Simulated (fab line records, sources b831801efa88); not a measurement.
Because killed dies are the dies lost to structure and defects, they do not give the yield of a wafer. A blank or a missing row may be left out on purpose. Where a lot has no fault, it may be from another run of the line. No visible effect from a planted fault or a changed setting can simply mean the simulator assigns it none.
fab line records + flow sky130
record:
- lots: 5
- wafers: 15
- last-day: 49
route steps=708 shown METAL2@504 VIA2@507 PAD_OPEN@708
lots untouched by any fault: they come from a run of this same line in which no faults occurred
start-h: the number of hours between the record's first day and the start of the first shown wafer of the lot + wait-h: how many hours have passed since the lot's step before this one + " same as the row above + L1.1+2: several wafers, shown together as one row + - no value present, or no start provided + * or withheld: withheld + < > ~ a bound
route shown NAME@n: a module of which the file shows steps, and the number in the route of the first + usual: average and standard deviation across the fault-free wafers + same: alike in all rows + chamber/n: place in a boat + sites: each site's reading + _std_site: the values' standard deviation + _edge_site: the outer-site mean with the inner-site mean subtracted + radius-mm: how far each site lies from the wafer's centre + mask NAME#n: copy n + behind: the tool/chamber that last shaped the wafer + hold: what put the lot on hold/how long, in hours/how the hold closed + device: names the non-switching transistor (n, p or np) + end of line: the route-end tests of the same wafers + step lacking rows: just its recipe + killed: the dies lost at the first sort to structure and to defects; this is not the yield of the wafer + map: dies across one wafer; x = killed, . = not, _ = none there
set.NAME: the setting the step ran with; set.NAME@STEP: the setting that earlier step ran with + model.NAME: the simulator's own value behind a step, which no gauge read
lots seen at some steps along the route; tables by step, rows by wafer
services: when a tool's chamber went out of use (start-h, in hours from the record's first day, below 0 if earlier), for how many hours, and the reason
== steps ==
step: SKY_METAL2_STRIP_21
recipe:
- chemistry: post-etch-residue-remover
- time-s: 1200
- temp-c: 72.5
step: SKY_METAL2_CLEAN_22
recipe:
- chemistry: IPA
- time-s: 180
- temp-c: 25
step: SKY_METAL2_CLEAN_23
recipe:
- chemistry: O3/DIW
- dry: n2-spin
step: SKY_VIA2_HDPCVD_00
recipe:
- material: SiO2
- target-thk-nm: 1180
- sigma-open-frac: 0.3
- time-s: 196.7
- temp-c: 400
- sih4-flow-sccm: 60
- pressure-mtorr: 6
step: SKY_VIA2_THK_MEAS_01
recipe:
- reads: SiO2_of_VIA2_HDPCVD_00
usual:
- VIA2_HDPCVD_THK: 1183/12
| lot.wafer | tool          | chamber | start-h | wait-h | VIA2_HDPCVD_THK[nm] |
|-----------|---------------|---------|---------|--------|---------------------|
| L367.1    | film-metro-01 | -       | 863.00  | 0.1    | 1172                |
| L367.3    | "             | -       | "       | "      | 1177                |
| L367.5    | "             | -       | "       | "      | 1177                |
| L368.3    | film-metro-03 | -       | 871.99  | 0.1    | 1184                |
| L368.5    | "             | -       | "       | "      | 1183                |
| L368.6    | "             | -       | "       | "      | 1199                |
| L373.1    | film-metro-03 | -       | 909.93  | 0.1    | 1182                |
| L373.2    | "             | -       | "       | "      | 1180                |
| L373.5    | "             | -       | "       | "      | 1173                |
| L377.1    | film-metro-04 | -       | 935.43  | 0.1    | 1179                |
| L377.5    | "             | -       | "       | "      | 1197                |
| L377.6    | "             | -       | "       | "      | 1181                |
| L381.3    | film-metro-03 | -       | 960.14  | 0.1    | 1183                |
| L381.5    | "             | -       | "       | "      | 1202                |
| L381.6    | "             | -       | "       | "      | 1194                |
step: SKY_VIA2_CMP_02
recipe:
- material: SiO2
- down-force-psi: 4
- platen-rpm: 60
- pad-velocity-m-s: 0.94248
usual:
- motor-current-A: 12.0/0.89
- slurry-flow-ml-min: 150.1/0.5
| lot.wafer | tool   | chamber | start-h | wait-h | motor-current-A | slurry-flow-ml-min |
|-----------|--------|---------|---------|--------|-----------------|--------------------|
| L367.1    | cmp-01 | 2       | 863.11  | 0.1    | 12.2            | 149.7              |
| L367.3    | "      | 0       | "       | "      | 14.2            | 150.2              |
| L367.5    | "      | 2       | "       | "      | 12.4            | 149.5              |
| L368.3    | cmp-02 | 3       | 872.18  | 0.2    | 10.3            | 150.2              |
| L368.6    | "      | 0       | "       | "      | 13.3            | 150.6              |
| L368.5    | "      | 1       | "       | "      | 12.1            | 150.6              |
| L373.1    | cmp-01 | 1       | 909.99  | 0.1    | 11.3            | 150.1              |
| L373.2    | "      | 2       | "       | "      | 12.2            | 150.3              |
| L373.5    | "      | 1       | "       | "      | 12.1            | 150.8              |
| L377.1    | cmp-02 | 3       | 935.54  | 0.1    | 10.5            | 150.1              |
| L377.6    | "      | 2       | "       | "      | 12.0            | 149.6              |
| L377.5    | "      | 3       | "       | "      | 11.1            | 149.7              |
| L381.3    | cmp-01 | 2       | 960.23  | 0.1    | 12.6            | 149.6              |
| L381.5    | "      | 1       | "       | "      | 11.2            | 150.3              |
| L381.6    | "      | 2       | "       | "      | 12.6            | 150.0              |
step: SKY_VIA2_BOW_MEAS_03
recipe:
- mode: bow
usual:
- VIA2_BOW: 87/7.5
| lot.wafer | tool          | chamber | start-h | wait-h | VIA2_BOW[um] |
|-----------|---------------|---------|---------|--------|--------------|
| L367.1    | film-metro-03 | -       | 863.36  | 0.2    | 76           |
| L367.3    | "             | -       | "       | "      | 85           |
| L367.5    | "             | -       | "       | "      | 82           |
| L368.3    | film-metro-03 | -       | 872.37  | 0.1    | 84           |
| L368.5    | "             | -       | "       | "      | 84           |
| L368.6    | "             | -       | "       | "      | 92           |
| L373.1    | film-metro-01 | -       | 910.29  | 0.2    | 94           |
| L373.2    | "             | -       | "       | "      | 95           |
| L373.5    | "             | -       | "       | "      | 101          |
| L377.1    | film-metro-04 | -       | 935.79  | 0.2    | 85           |
| L377.5    | "             | -       | "       | "      | 88           |
| L377.6    | "             | -       | "       | "      | 98           |
| L381.3    | film-metro-03 | -       | 960.52  | 0.2    | 85           |
| L381.5    | "             | -       | "       | "      | 89           |
| L381.6    | "             | -       | "       | "      | 87           |
step: SKY_VIA2_DEHYDRATE_04
recipe:
- temp-c: 200
- time-s: 60
step: SKY_VIA2_HMDS_05
recipe:
- prime-time-s: 60
- prime-temp-c: 120
step: SKY_VIA2_COAT_06
recipe:
- resist: BARC
- temp-c: withheld
- time-s: withheld
- spin-rpm: 3000
- resist-thk-nm: 60
step: SKY_VIA2_COAT_07
recipe:
- resist: KrF-thick
- spin-rpm: 3000
- resist-thk-nm: 450
step: SKY_VIA2_SOFTBAKE_08
recipe:
- temp-c: 100
- time-s: 90
- resist: KrF-thick
step: SKY_VIA2_EXPOSE_09
recipe:
- mask-id: VIM2
- na: 0.8
- source-shape: annular
- sigma-inner: 0.55
- sigma-outer: 0.85
- target-cd-nm: 200
- dose-mj: 38
| lot.wafer  | tool           | chamber | start-h | wait-h | mask   |
|------------|----------------|---------|---------|--------|--------|
| L367.1+3+5 | krf-scanner-02 | 0       | 875.88  | -      | VIM2#0 |
| L368.3+5+6 | krf-scanner-01 | 0       | 885.88  | -      | VIM2#0 |
| L373.1+2+5 | krf-scanner-02 | 0       | 922.69  | -      | VIM2#0 |
| L377.1+5+6 | krf-scanner-01 | 0       | 948.26  | -      | VIM2#0 |
| L381.3+5+6 | krf-scanner-01 | 0       | 972.98  | -      | VIM2#0 |
step: SKY_VIA2_PEB_10
recipe:
- peb-temp-c: withheld
- peb-time-s: withheld
- resist: KrF-thick
step: SKY_VIA2_DEVELOP_11
recipe:
- develop-time-s: 60
- resist: KrF-thick
- dev-temp-c: 21
step: SKY_VIA2_CD_MEAS_12
recipe:
- target-cd-nm: 200
usual:
- cd-nm: 200.0/1.2
| lot.wafer | tool      | chamber | start-h | wait-h | cd-nm |
|-----------|-----------|---------|---------|--------|-------|
| L367.1    | cd-sem-02 | -       | 888.68  | -      | 201.2 |
| L367.3    | "         | -       | "       | "      | 199.8 |
| L367.5    | "         | -       | "       | "      | 199.2 |
| L368.3    | cd-sem-01 | -       | 898.11  | -      | 200.1 |
| L368.5    | "         | -       | "       | "      | 199.7 |
| L368.6    | "         | -       | "       | "      | 200.6 |
| L373.1    | cd-sem-02 | -       | 935.13  | -      | 200.2 |
| L373.2    | "         | -       | "       | "      | 200.7 |
| L373.5    | "         | -       | "       | "      | 172.0 |
| L377.1    | cd-sem-02 | -       | 960.13  | -      | 200.2 |
| L377.5    | "         | -       | "       | "      | 198.8 |
| L377.6    | "         | -       | "       | "      | 199.7 |
| L381.3    | cd-sem-01 | -       | 984.42  | -      | 200.2 |
| L381.5    | "         | -       | "       | "      | 200.6 |
| L381.6    | "         | -       | "       | "      | 200.4 |
step: SKY_VIA2_OVL_MEAS_13
usual:
- VIA2_OVL: 3/5
| lot.wafer | tool       | chamber | start-h | wait-h | VIA2_OVL[nm] |
|-----------|------------|---------|---------|--------|--------------|
| L367.1    | overlay-02 | -       | 888.80  | 0.1    | -3           |
| L367.3    | "          | -       | "       | "      | 4            |
| L367.5    | "          | -       | "       | "      | -4           |
| L368.3    | overlay-01 | -       | 898.20  | 0.1    | 0            |
| L368.5    | "          | -       | "       | "      | -1           |
| L368.6    | "          | -       | "       | "      | 1            |
| L373.1    | overlay-02 | -       | 935.25  | 0.1    | 0            |
| L373.2    | "          | -       | "       | "      | -1           |
| L373.5    | "          | -       | "       | "      | -3           |
| L377.1    | overlay-02 | -       | 960.25  | 0.1    | -1           |
| L377.5    | "          | -       | "       | "      | -4           |
| L377.6    | "          | -       | "       | "      | 4            |
| L381.3    | overlay-02 | -       | 984.51  | 0.1    | 8            |
| L381.5    | "          | -       | "       | "      | 9            |
| L381.6    | "          | -       | "       | "      | 6            |
step: SKY_VIA2_ETCH_14
recipe:
- chemistry: N2/H2
- target: BARC
- ion-energy-ev: 200
- source-w: 500
- bias-w: 100
- pressure-mtorr: 30
- n2-flow-sccm: 100
- h2-flow-sccm: 200
- stop-on: SiO2
- time-s: 45.9
- target-depth-a: 600
usual:
- bias-w: 100.02/0.3
- drypump-motor-current-A: 5.7/0.43
- oes-product-au: 0.854/0.0049
- throttle-valve-pct: 13.226/0.0092
| lot.wafer | tool        | chamber | start-h | wait-h | bias-w | drypump-motor-current-A | oes-product-au | rf-hours-counter-h | throttle-valve-pct | model.VIA2.cd-nm |
|-----------|-------------|---------|---------|--------|--------|-------------------------|----------------|--------------------|--------------------|------------------|
| L367.1    | rie-diel-04 | 0       | 888.84  | 0.0    | 100.47 | 6.0                     | 0.856          | 6                  | 13.223             | 201.7            |
| L367.3    | "           | 2       | "       | "      | 100.18 | 6.2                     | 0.851          | 5                  | 13.206             | 199.4            |
| L367.5    | "           | 2       | "       | "      | 100.42 | 6.2                     | 0.860          | -                  | 13.210             | 198.3            |
| L368.3    | rie-diel-01 | 3       | 898.22  | 0.0    | 100.19 | 6.0                     | 0.854          | 14                 | 13.227             | 200.7            |
| L368.5    | "           | 0       | "       | "      | 99.71  | 6.1                     | 0.852          | -                  | 13.232             | 199.8            |
| L368.6    | "           | 1       | "       | "      | 100.23 | 5.1                     | 0.853          | -                  | 13.215             | 201.2            |
| L373.1    | rie-diel-04 | 0       | 935.29  | 0.0    | 100.08 | 6.0                     | 0.858          | 7                  | 13.223             | 200.3            |
| L373.2    | "           | 3       | "       | "      | 99.76  | 5.9                     | 0.858          | 14                 | 13.231             | 201.7            |
| L373.5    | "           | 1       | "       | "      | 99.47  | 5.0                     | 0.847          | -                  | 13.232             | 171.6            |
| L377.1    | rie-diel-01 | 0       | 960.29  | 0.0    | 100.27 | 6.0                     | 0.861          | 8                  | 13.220             | 200              |
| L377.5    | "           | 1       | "       | "      | 99.58  | 5.1                     | 0.849          | -                  | 13.235             | 199.4            |
| L377.6    | "           | 2       | "       | "      | 99.78  | 5.2                     | 0.862          | -                  | 13.233             | 198.6            |
| L381.3    | rie-diel-02 | 1       | 984.54  | 0.0    | 99.96  | 5.6                     | 0.860          | 15                 | 13.236             | 201.5            |
| L381.5    | "           | 1       | "       | "      | 99.85  | 5.6                     | 0.844          | -                  | 13.216             | 201.3            |
| L381.6    | "           | 0       | "       | "      | 99.84  | 6.1                     | 0.854          | -                  | 13.230             | 200.8            |
step: SKY_VIA2_ETCH_15
recipe:
- target: SiO2
- chemistry: C4F8/O2/Ar
- target-depth-nm: 546
- stop-on: TiN
- mask-material: KrF-thick
- source-w: 1500
- bias-w: 1200
- pressure-mtorr: 40
- c4f8-flow-sccm: withheld
- O2_flow_sccm: 6
- Ar_flow_sccm: 300
- time-s: 84
usual:
- bias-w: 1200/3.5
- oes-product-au: 0.940/0.0045
| lot.wafer | tool        | chamber | start-h | wait-h | bias-w | oes-product-au | rf-hours-counter-h | model.VIA2.cd-nm |
|-----------|-------------|---------|---------|--------|--------|----------------|--------------------|------------------|
| L367.1    | rie-diel-04 | 0       | 888.88  | 0.0    | 1202   | 0.939          | 6                  | 200.5            |
| L367.3    | "           | 2       | "       | "      | 1196   | 0.940          | 5                  | 197.7            |
| L367.5    | "           | 2       | "       | "      | 1196   | 0.940          | -                  | 197.5            |
| L368.3    | rie-diel-01 | 3       | 898.26  | 0.0    | 1199   | 0.947          | 14                 | 207              |
| L368.5    | "           | 0       | "       | "      | 1199   | 0.935          | -                  | 194              |
| L368.6    | "           | 1       | "       | "      | 1201   | 0.943          | -                  | 200.4            |
| L373.1    | rie-diel-04 | 0       | 935.33  | 0.0    | 1200   | 0.941          | 7                  | 203.1            |
| L373.2    | "           | 3       | "       | "      | 1204   | 0.940          | 14                 | 197.2            |
| L373.5    | "           | 1       | "       | "      | 1203   | 0.937          | -                  | 172.5            |
| L377.1    | rie-diel-01 | 0       | 960.33  | 0.0    | 1202   | 0.943          | 8                  | 197              |
| L377.5    | "           | 1       | "       | "      | 1198   | 0.946          | -                  | 197.3            |
| L377.6    | "           | 2       | "       | "      | 1211   | 0.949          | -                  | 200.6            |
| L381.3    | rie-diel-02 | 1       | 984.58  | 0.0    | 1200   | 0.939          | 15                 | 197.5            |
| L381.5    | "           | 1       | "       | "      | 1202   | 0.942          | -                  | 196.1            |
| L381.6    | "           | 0       | "       | "      | 1196   | 0.945          | -                  | 202.3            |
step: SKY_VIA2_STRIP_16
recipe:
- chemistry: O2/N2
- power-w: 1400
- pressure-mtorr: 1500
- platen-temp-c: withheld
- o2-flow-sccm: 3000
- n2-flow-sccm: 300
- overash-fraction: 0.5
usual:
- drypump-motor-current-A: 5.8/0.43
- oes-product-au: 0.399/0.0052
- strip-time-to-endpoint-s: 4.06/0.031
| lot.wafer | tool            | chamber | start-h | wait-h | drypump-motor-current-A | oes-product-au | rf-hours-counter-h | strip-time-to-endpoint-s |
|-----------|-----------------|---------|---------|--------|-------------------------|----------------|--------------------|--------------------------|
| L367.1    | plasma-asher-03 | 1       | 888.94  | 0.0    | 5.8                     | 0.405          | 76                 | 4.04                     |
| L367.3    | "               | 1       | "       | "      | 5.8                     | 0.393          | -                  | 4.08                     |
| L367.5    | "               | 1       | "       | "      | 5.8                     | 0.399          | -                  | 4.08                     |
| L368.3    | plasma-asher-04 | 0       | 898.36  | 0.1    | 5.6                     | 0.391          | -                  | 4.05                     |
| L368.5    | "               | 1       | "       | "      | 5.9                     | 0.402          | -                  | 3.99                     |
| L368.6    | "               | 0       | "       | "      | 5.6                     | 0.396          | -                  | 4.01                     |
| L373.1    | plasma-asher-03 | 0       | 935.39  | 0.0    | 6.1                     | 0.402          | 81                 | 4.06                     |
| L373.2    | "               | 1       | "       | "      | 5.8                     | 0.408          | 81                 | 4.08                     |
| L373.5    | "               | 0       | "       | "      | 6.2                     | 0.405          | -                  | 4.07                     |
| L377.1    | plasma-asher-04 | 1       | 960.39  | 0.0    | 5.9                     | 0.397          | 54                 | 4.05                     |
| L377.5    | "               | 1       | "       | "      | 5.9                     | 0.395          | -                  | 4.11                     |
| L377.6    | "               | 0       | "       | "      | 5.6                     | 0.407          | -                  | 4.07                     |
| L381.3    | plasma-asher-04 | 0       | 984.67  | 0.1    | 5.6                     | 0.408          | -                  | 4.10                     |
| L381.5    | "               | 0       | "       | "      | 5.6                     | 0.399          | -                  | 4.08                     |
| L381.6    | "               | 1       | "       | "      | 5.9                     | 0.399          | -                  | 4.05                     |
step: SKY_PAD_OPEN_PROBE_99
| lot.wafer | tool      | chamber | start-h | wait-h | model.etest.via2-chain.rc-ohm |
|-----------|-----------|---------|---------|--------|-------------------------------|
| L367.1    | prober-02 | -       | 1109.55 | 0.1    | 10                            |
| L367.3    | prober-02 | -       | 1109.65 | 0.2    | 10.3                          |
| L367.5    | prober-02 | -       | 1109.75 | 0.2    | 10.58                         |
| L368.3    | prober-01 | -       | 1118.25 | 0.2    | 9.319                         |
| L368.5    | prober-01 | -       | 1118.35 | 0.2    | 10.37                         |
| L368.6    | prober-01 | -       | 1118.40 | 0.2    | 9.764                         |
| L373.1    | prober-02 | -       | 1145.20 | 0.1    | 9.737                         |
| L373.2    | prober-02 | -       | 1145.25 | 0.1    | 10.31                         |
| L373.5    | prober-02 | -       | 1145.40 | 0.2    | 13.07                         |
| L377.1    | prober-02 | -       | 1163.15 | 0.1    | 10.18                         |
| L377.5    | prober-02 | -       | 1163.35 | 0.2    | 10.14                         |
| L377.6    | prober-02 | -       | 1163.40 | 0.2    | 10.39                         |
| L381.3    | prober-02 | -       | 1181.58 | 0.2    | 10.26                         |
| L381.5    | prober-02 | -       | 1181.68 | 0.2    | 10.65                         |
| L381.6    | prober-02 | -       | 1181.73 | 0.2    | 9.976                         |
killed by level:class
L367.1 CONTACT:geometric-particle:open=11 VIA1:geometric-particle:open=8 LI_CONTACT:geometric-particle:open=6 CONTACT:geometric-particle:short=6 METAL1:geometric-particle:short=5 VIA3:geometric-particle:open=5 VIA1:geometric-particle:short=5 METAL4:geometric-particle:short=3
L367.3 VIA1:geometric-particle:open=11 VIA2:geometric-particle:open=9 VIA3:geometric-particle:open=8 LI_CONTACT:geometric-particle:open=6 CONTACT:geometric-particle:short=6 METAL3:geometric-particle:short=6 METAL1:geometric-particle:short=5 METAL1:geometric-particle:open=5
L367.5 VIA1:geometric-particle:open=13 CONTACT:geometric-particle:open=11 CONTACT:geometric-particle:short=8 LI_CONTACT:geometric-particle:open=6 VIA3:geometric-particle:open=5 LI_CONTACT:geometric-particle:short=5 LOCAL_INTERCONNECT:geometric-particle:short=5 METAL2:geometric-particle:short=5
L368.3 CONTACT:geometric-particle:open=14 VIA1:geometric-particle:open=11 VIA3:geometric-particle:open=7 LI_CONTACT:geometric-particle:open=5 LI_CONTACT:geometric-particle:short=5 CONTACT:geometric-particle:short=5 METAL1:geometric-particle:short=5 VIA2:geometric-particle:open=5
L368.5 VIA3:geometric-particle:open=8 VIA1:geometric-particle:short=7 METAL1:geometric-particle:short=7 VIA2:geometric-particle:open=7 VIA1:geometric-particle:open=6 POLY_GATE:geometric-particle:open=5 FIELD_ISO:geometric-particle:open=4 FIELD_ISO:geometric-particle:short=4
L368.6 VIA1:geometric-particle:open=10 FIELD_ISO:geometric-particle:open=9 VIA2:geometric-particle:open=9 CONTACT:geometric-particle:open=6 FIELD_ISO:geometric-particle:short=5 METAL1:geometric-particle:short=5 POLY_GATE:geometric-particle:open=4 METAL2:geometric-particle:short=4
L377.1 VIA3:geometric-particle:open=11 VIA2:geometric-particle:open=10 VIA1:geometric-particle:open=9 CONTACT:geometric-particle:open=8 POLY_GATE:geometric-particle:open=6 FIELD_ISO:geometric-particle:open=5 VIA1:geometric-particle:short=5 METAL4:geometric-particle:short=5
L377.5 VIA1:geometric-particle:open=13 CONTACT:geometric-particle:open=11 LI_CONTACT:geometric-particle:open=10 POLY_GATE:geometric-particle:short=7 POLY_GATE:geometric-particle:open=7 FIELD_ISO:geometric-particle:short=5 CONTACT:geometric-particle:short=5 VIA2:geometric-particle:open=5
L377.6 VIA1:geometric-particle:open=13 POLY_GATE:geometric-particle:open=11 POLY_GATE:geometric-particle:short=8 LI_CONTACT:geometric-particle:open=8 VIA2:geometric-particle:open=8 CONTACT:geometric-particle:open=7 VIA3:geometric-particle:open=5 METAL3:geometric-particle:short=5
L381.3 VIA2:geometric-particle:open=11 CONTACT:geometric-particle:open=11 VIA3:geometric-particle:open=9 VIA1:geometric-particle:open=8 LI_CONTACT:geometric-particle:open=8 POLY_GATE:geometric-particle:short=7 POLY_GATE:geometric-particle:open=5 METAL1:geometric-particle:short=5
L381.5 CONTACT:geometric-particle:short=9 CONTACT:geometric-particle:open=9 LI_CONTACT:geometric-particle:open=7 VIA3:geometric-particle:open=6 VIA1:geometric-particle:open=6 METAL2:geometric-particle:short=6 FIELD_ISO:geometric-particle:short=4 METAL1:geometric-particle:short=4
L381.6 CONTACT:geometric-particle:open=18 VIA2:geometric-particle:open=13 VIA1:geometric-particle:open=9 LI_CONTACT:geometric-particle:open=8 METAL2:geometric-particle:short=8 FIELD_ISO:geometric-particle:open=7 VIA3:geometric-particle:short=5 METAL1:geometric-particle:short=4
== services ==
| tool           | chamber | start-h | hours | kind   |
|----------------|---------|---------|-------|--------|
| cmp-02         | -       | 846.90  | 5.6   | pm     |
| rie-diel-02    | 0       | 851.50  | 2.8   | repair |
| rie-diel-01    | 1       | 854.74  | 9.0   | repair |
| cmp-01         | -       | 874.98  | 3.9   | repair |
| krf-scanner-01 | -       | 877.38  | 1.0   | pm     |
| krf-scanner-02 | -       | 878.38  | 4.0   | pm     |
| rie-diel-04    | -       | 892.11  | 28.1  | pm     |
| cmp-01         | -       | 894.80  | 0.4   | repair |
| krf-scanner-02 | -       | 903.94  | 0.5   | repair |
| cmp-02         | -       | 913.47  | 4.0   | pm     |
| cmp-01         | -       | 915.26  | 5.1   | repair |
| rie-diel-01    | 3       | 917.23  | 13.5  | repair |
| cmp-02         | -       | 920.47  | 6.3   | pm     |
| rie-diel-01    | 0       | 921.76  | 1.3   | repair |
| krf-scanner-01 | -       | 927.46  | 0.8   | pm     |
| rie-diel-04    | 0       | 937.20  | 15.7  | repair |
| rie-diel-04    | 3       | 944.74  | 5.1   | repair |
| krf-scanner-01 | -       | 945.77  | 1.3   | pm     |
| krf-scanner-02 | -       | 948.77  | 3.6   | pm     |
| cmp-01         | -       | 951.11  | 1.2   | repair |
| krf-scanner-02 | -       | 952.32  | 1.0   | pm     |
| rie-diel-04    | 3       | 957.27  | 6.1   | repair |
| krf-scanner-01 | -       | 957.72  | 6.0   | repair |
| rie-diel-02    | -       | 959.69  | 2.8   | pm     |
== key ==
first-sign:
- step: SKY_VIA2_CD_MEAS_12
- reading: cd-nm
- direction: down
- sigmas: 23
- usual: 200.0
- struck: 172.0
effect none on later readings
model-effect:
- step: SKY_VIA2_ETCH_14
- value: VIA2.cd-nm
- without: 201
- struck: 171.6
model-effect:
- step: SKY_VIA2_ETCH_15
- value: VIA2.cd-nm
- without: 201.9
- struck: 172.5
model-effect:
- step: SKY_PAD_OPEN_PROBE_99
- value: etest.via2-chain.rc-ohm
- without: 9.652
- struck: 13.07
met-at SKY_VIA2_EXPOSE_09
struck-wafers L373.5
sort-left-out L373.5
onset-between 875.88 922.69
fault:
- kind: process-parameter-drift
- tool: krf-scanner-02
- chamber: -
- onset-h: 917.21
- steps: SKY_VIA2_EXPOSE_09
- channel: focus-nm
- offset: 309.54
- shape: step
- end-h: 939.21
- scope: struck-wafers-only
sort-left-out: the simulated sort isn't trusted on such a fault, so these wafers' sort isn't shown, and their yield isn't known
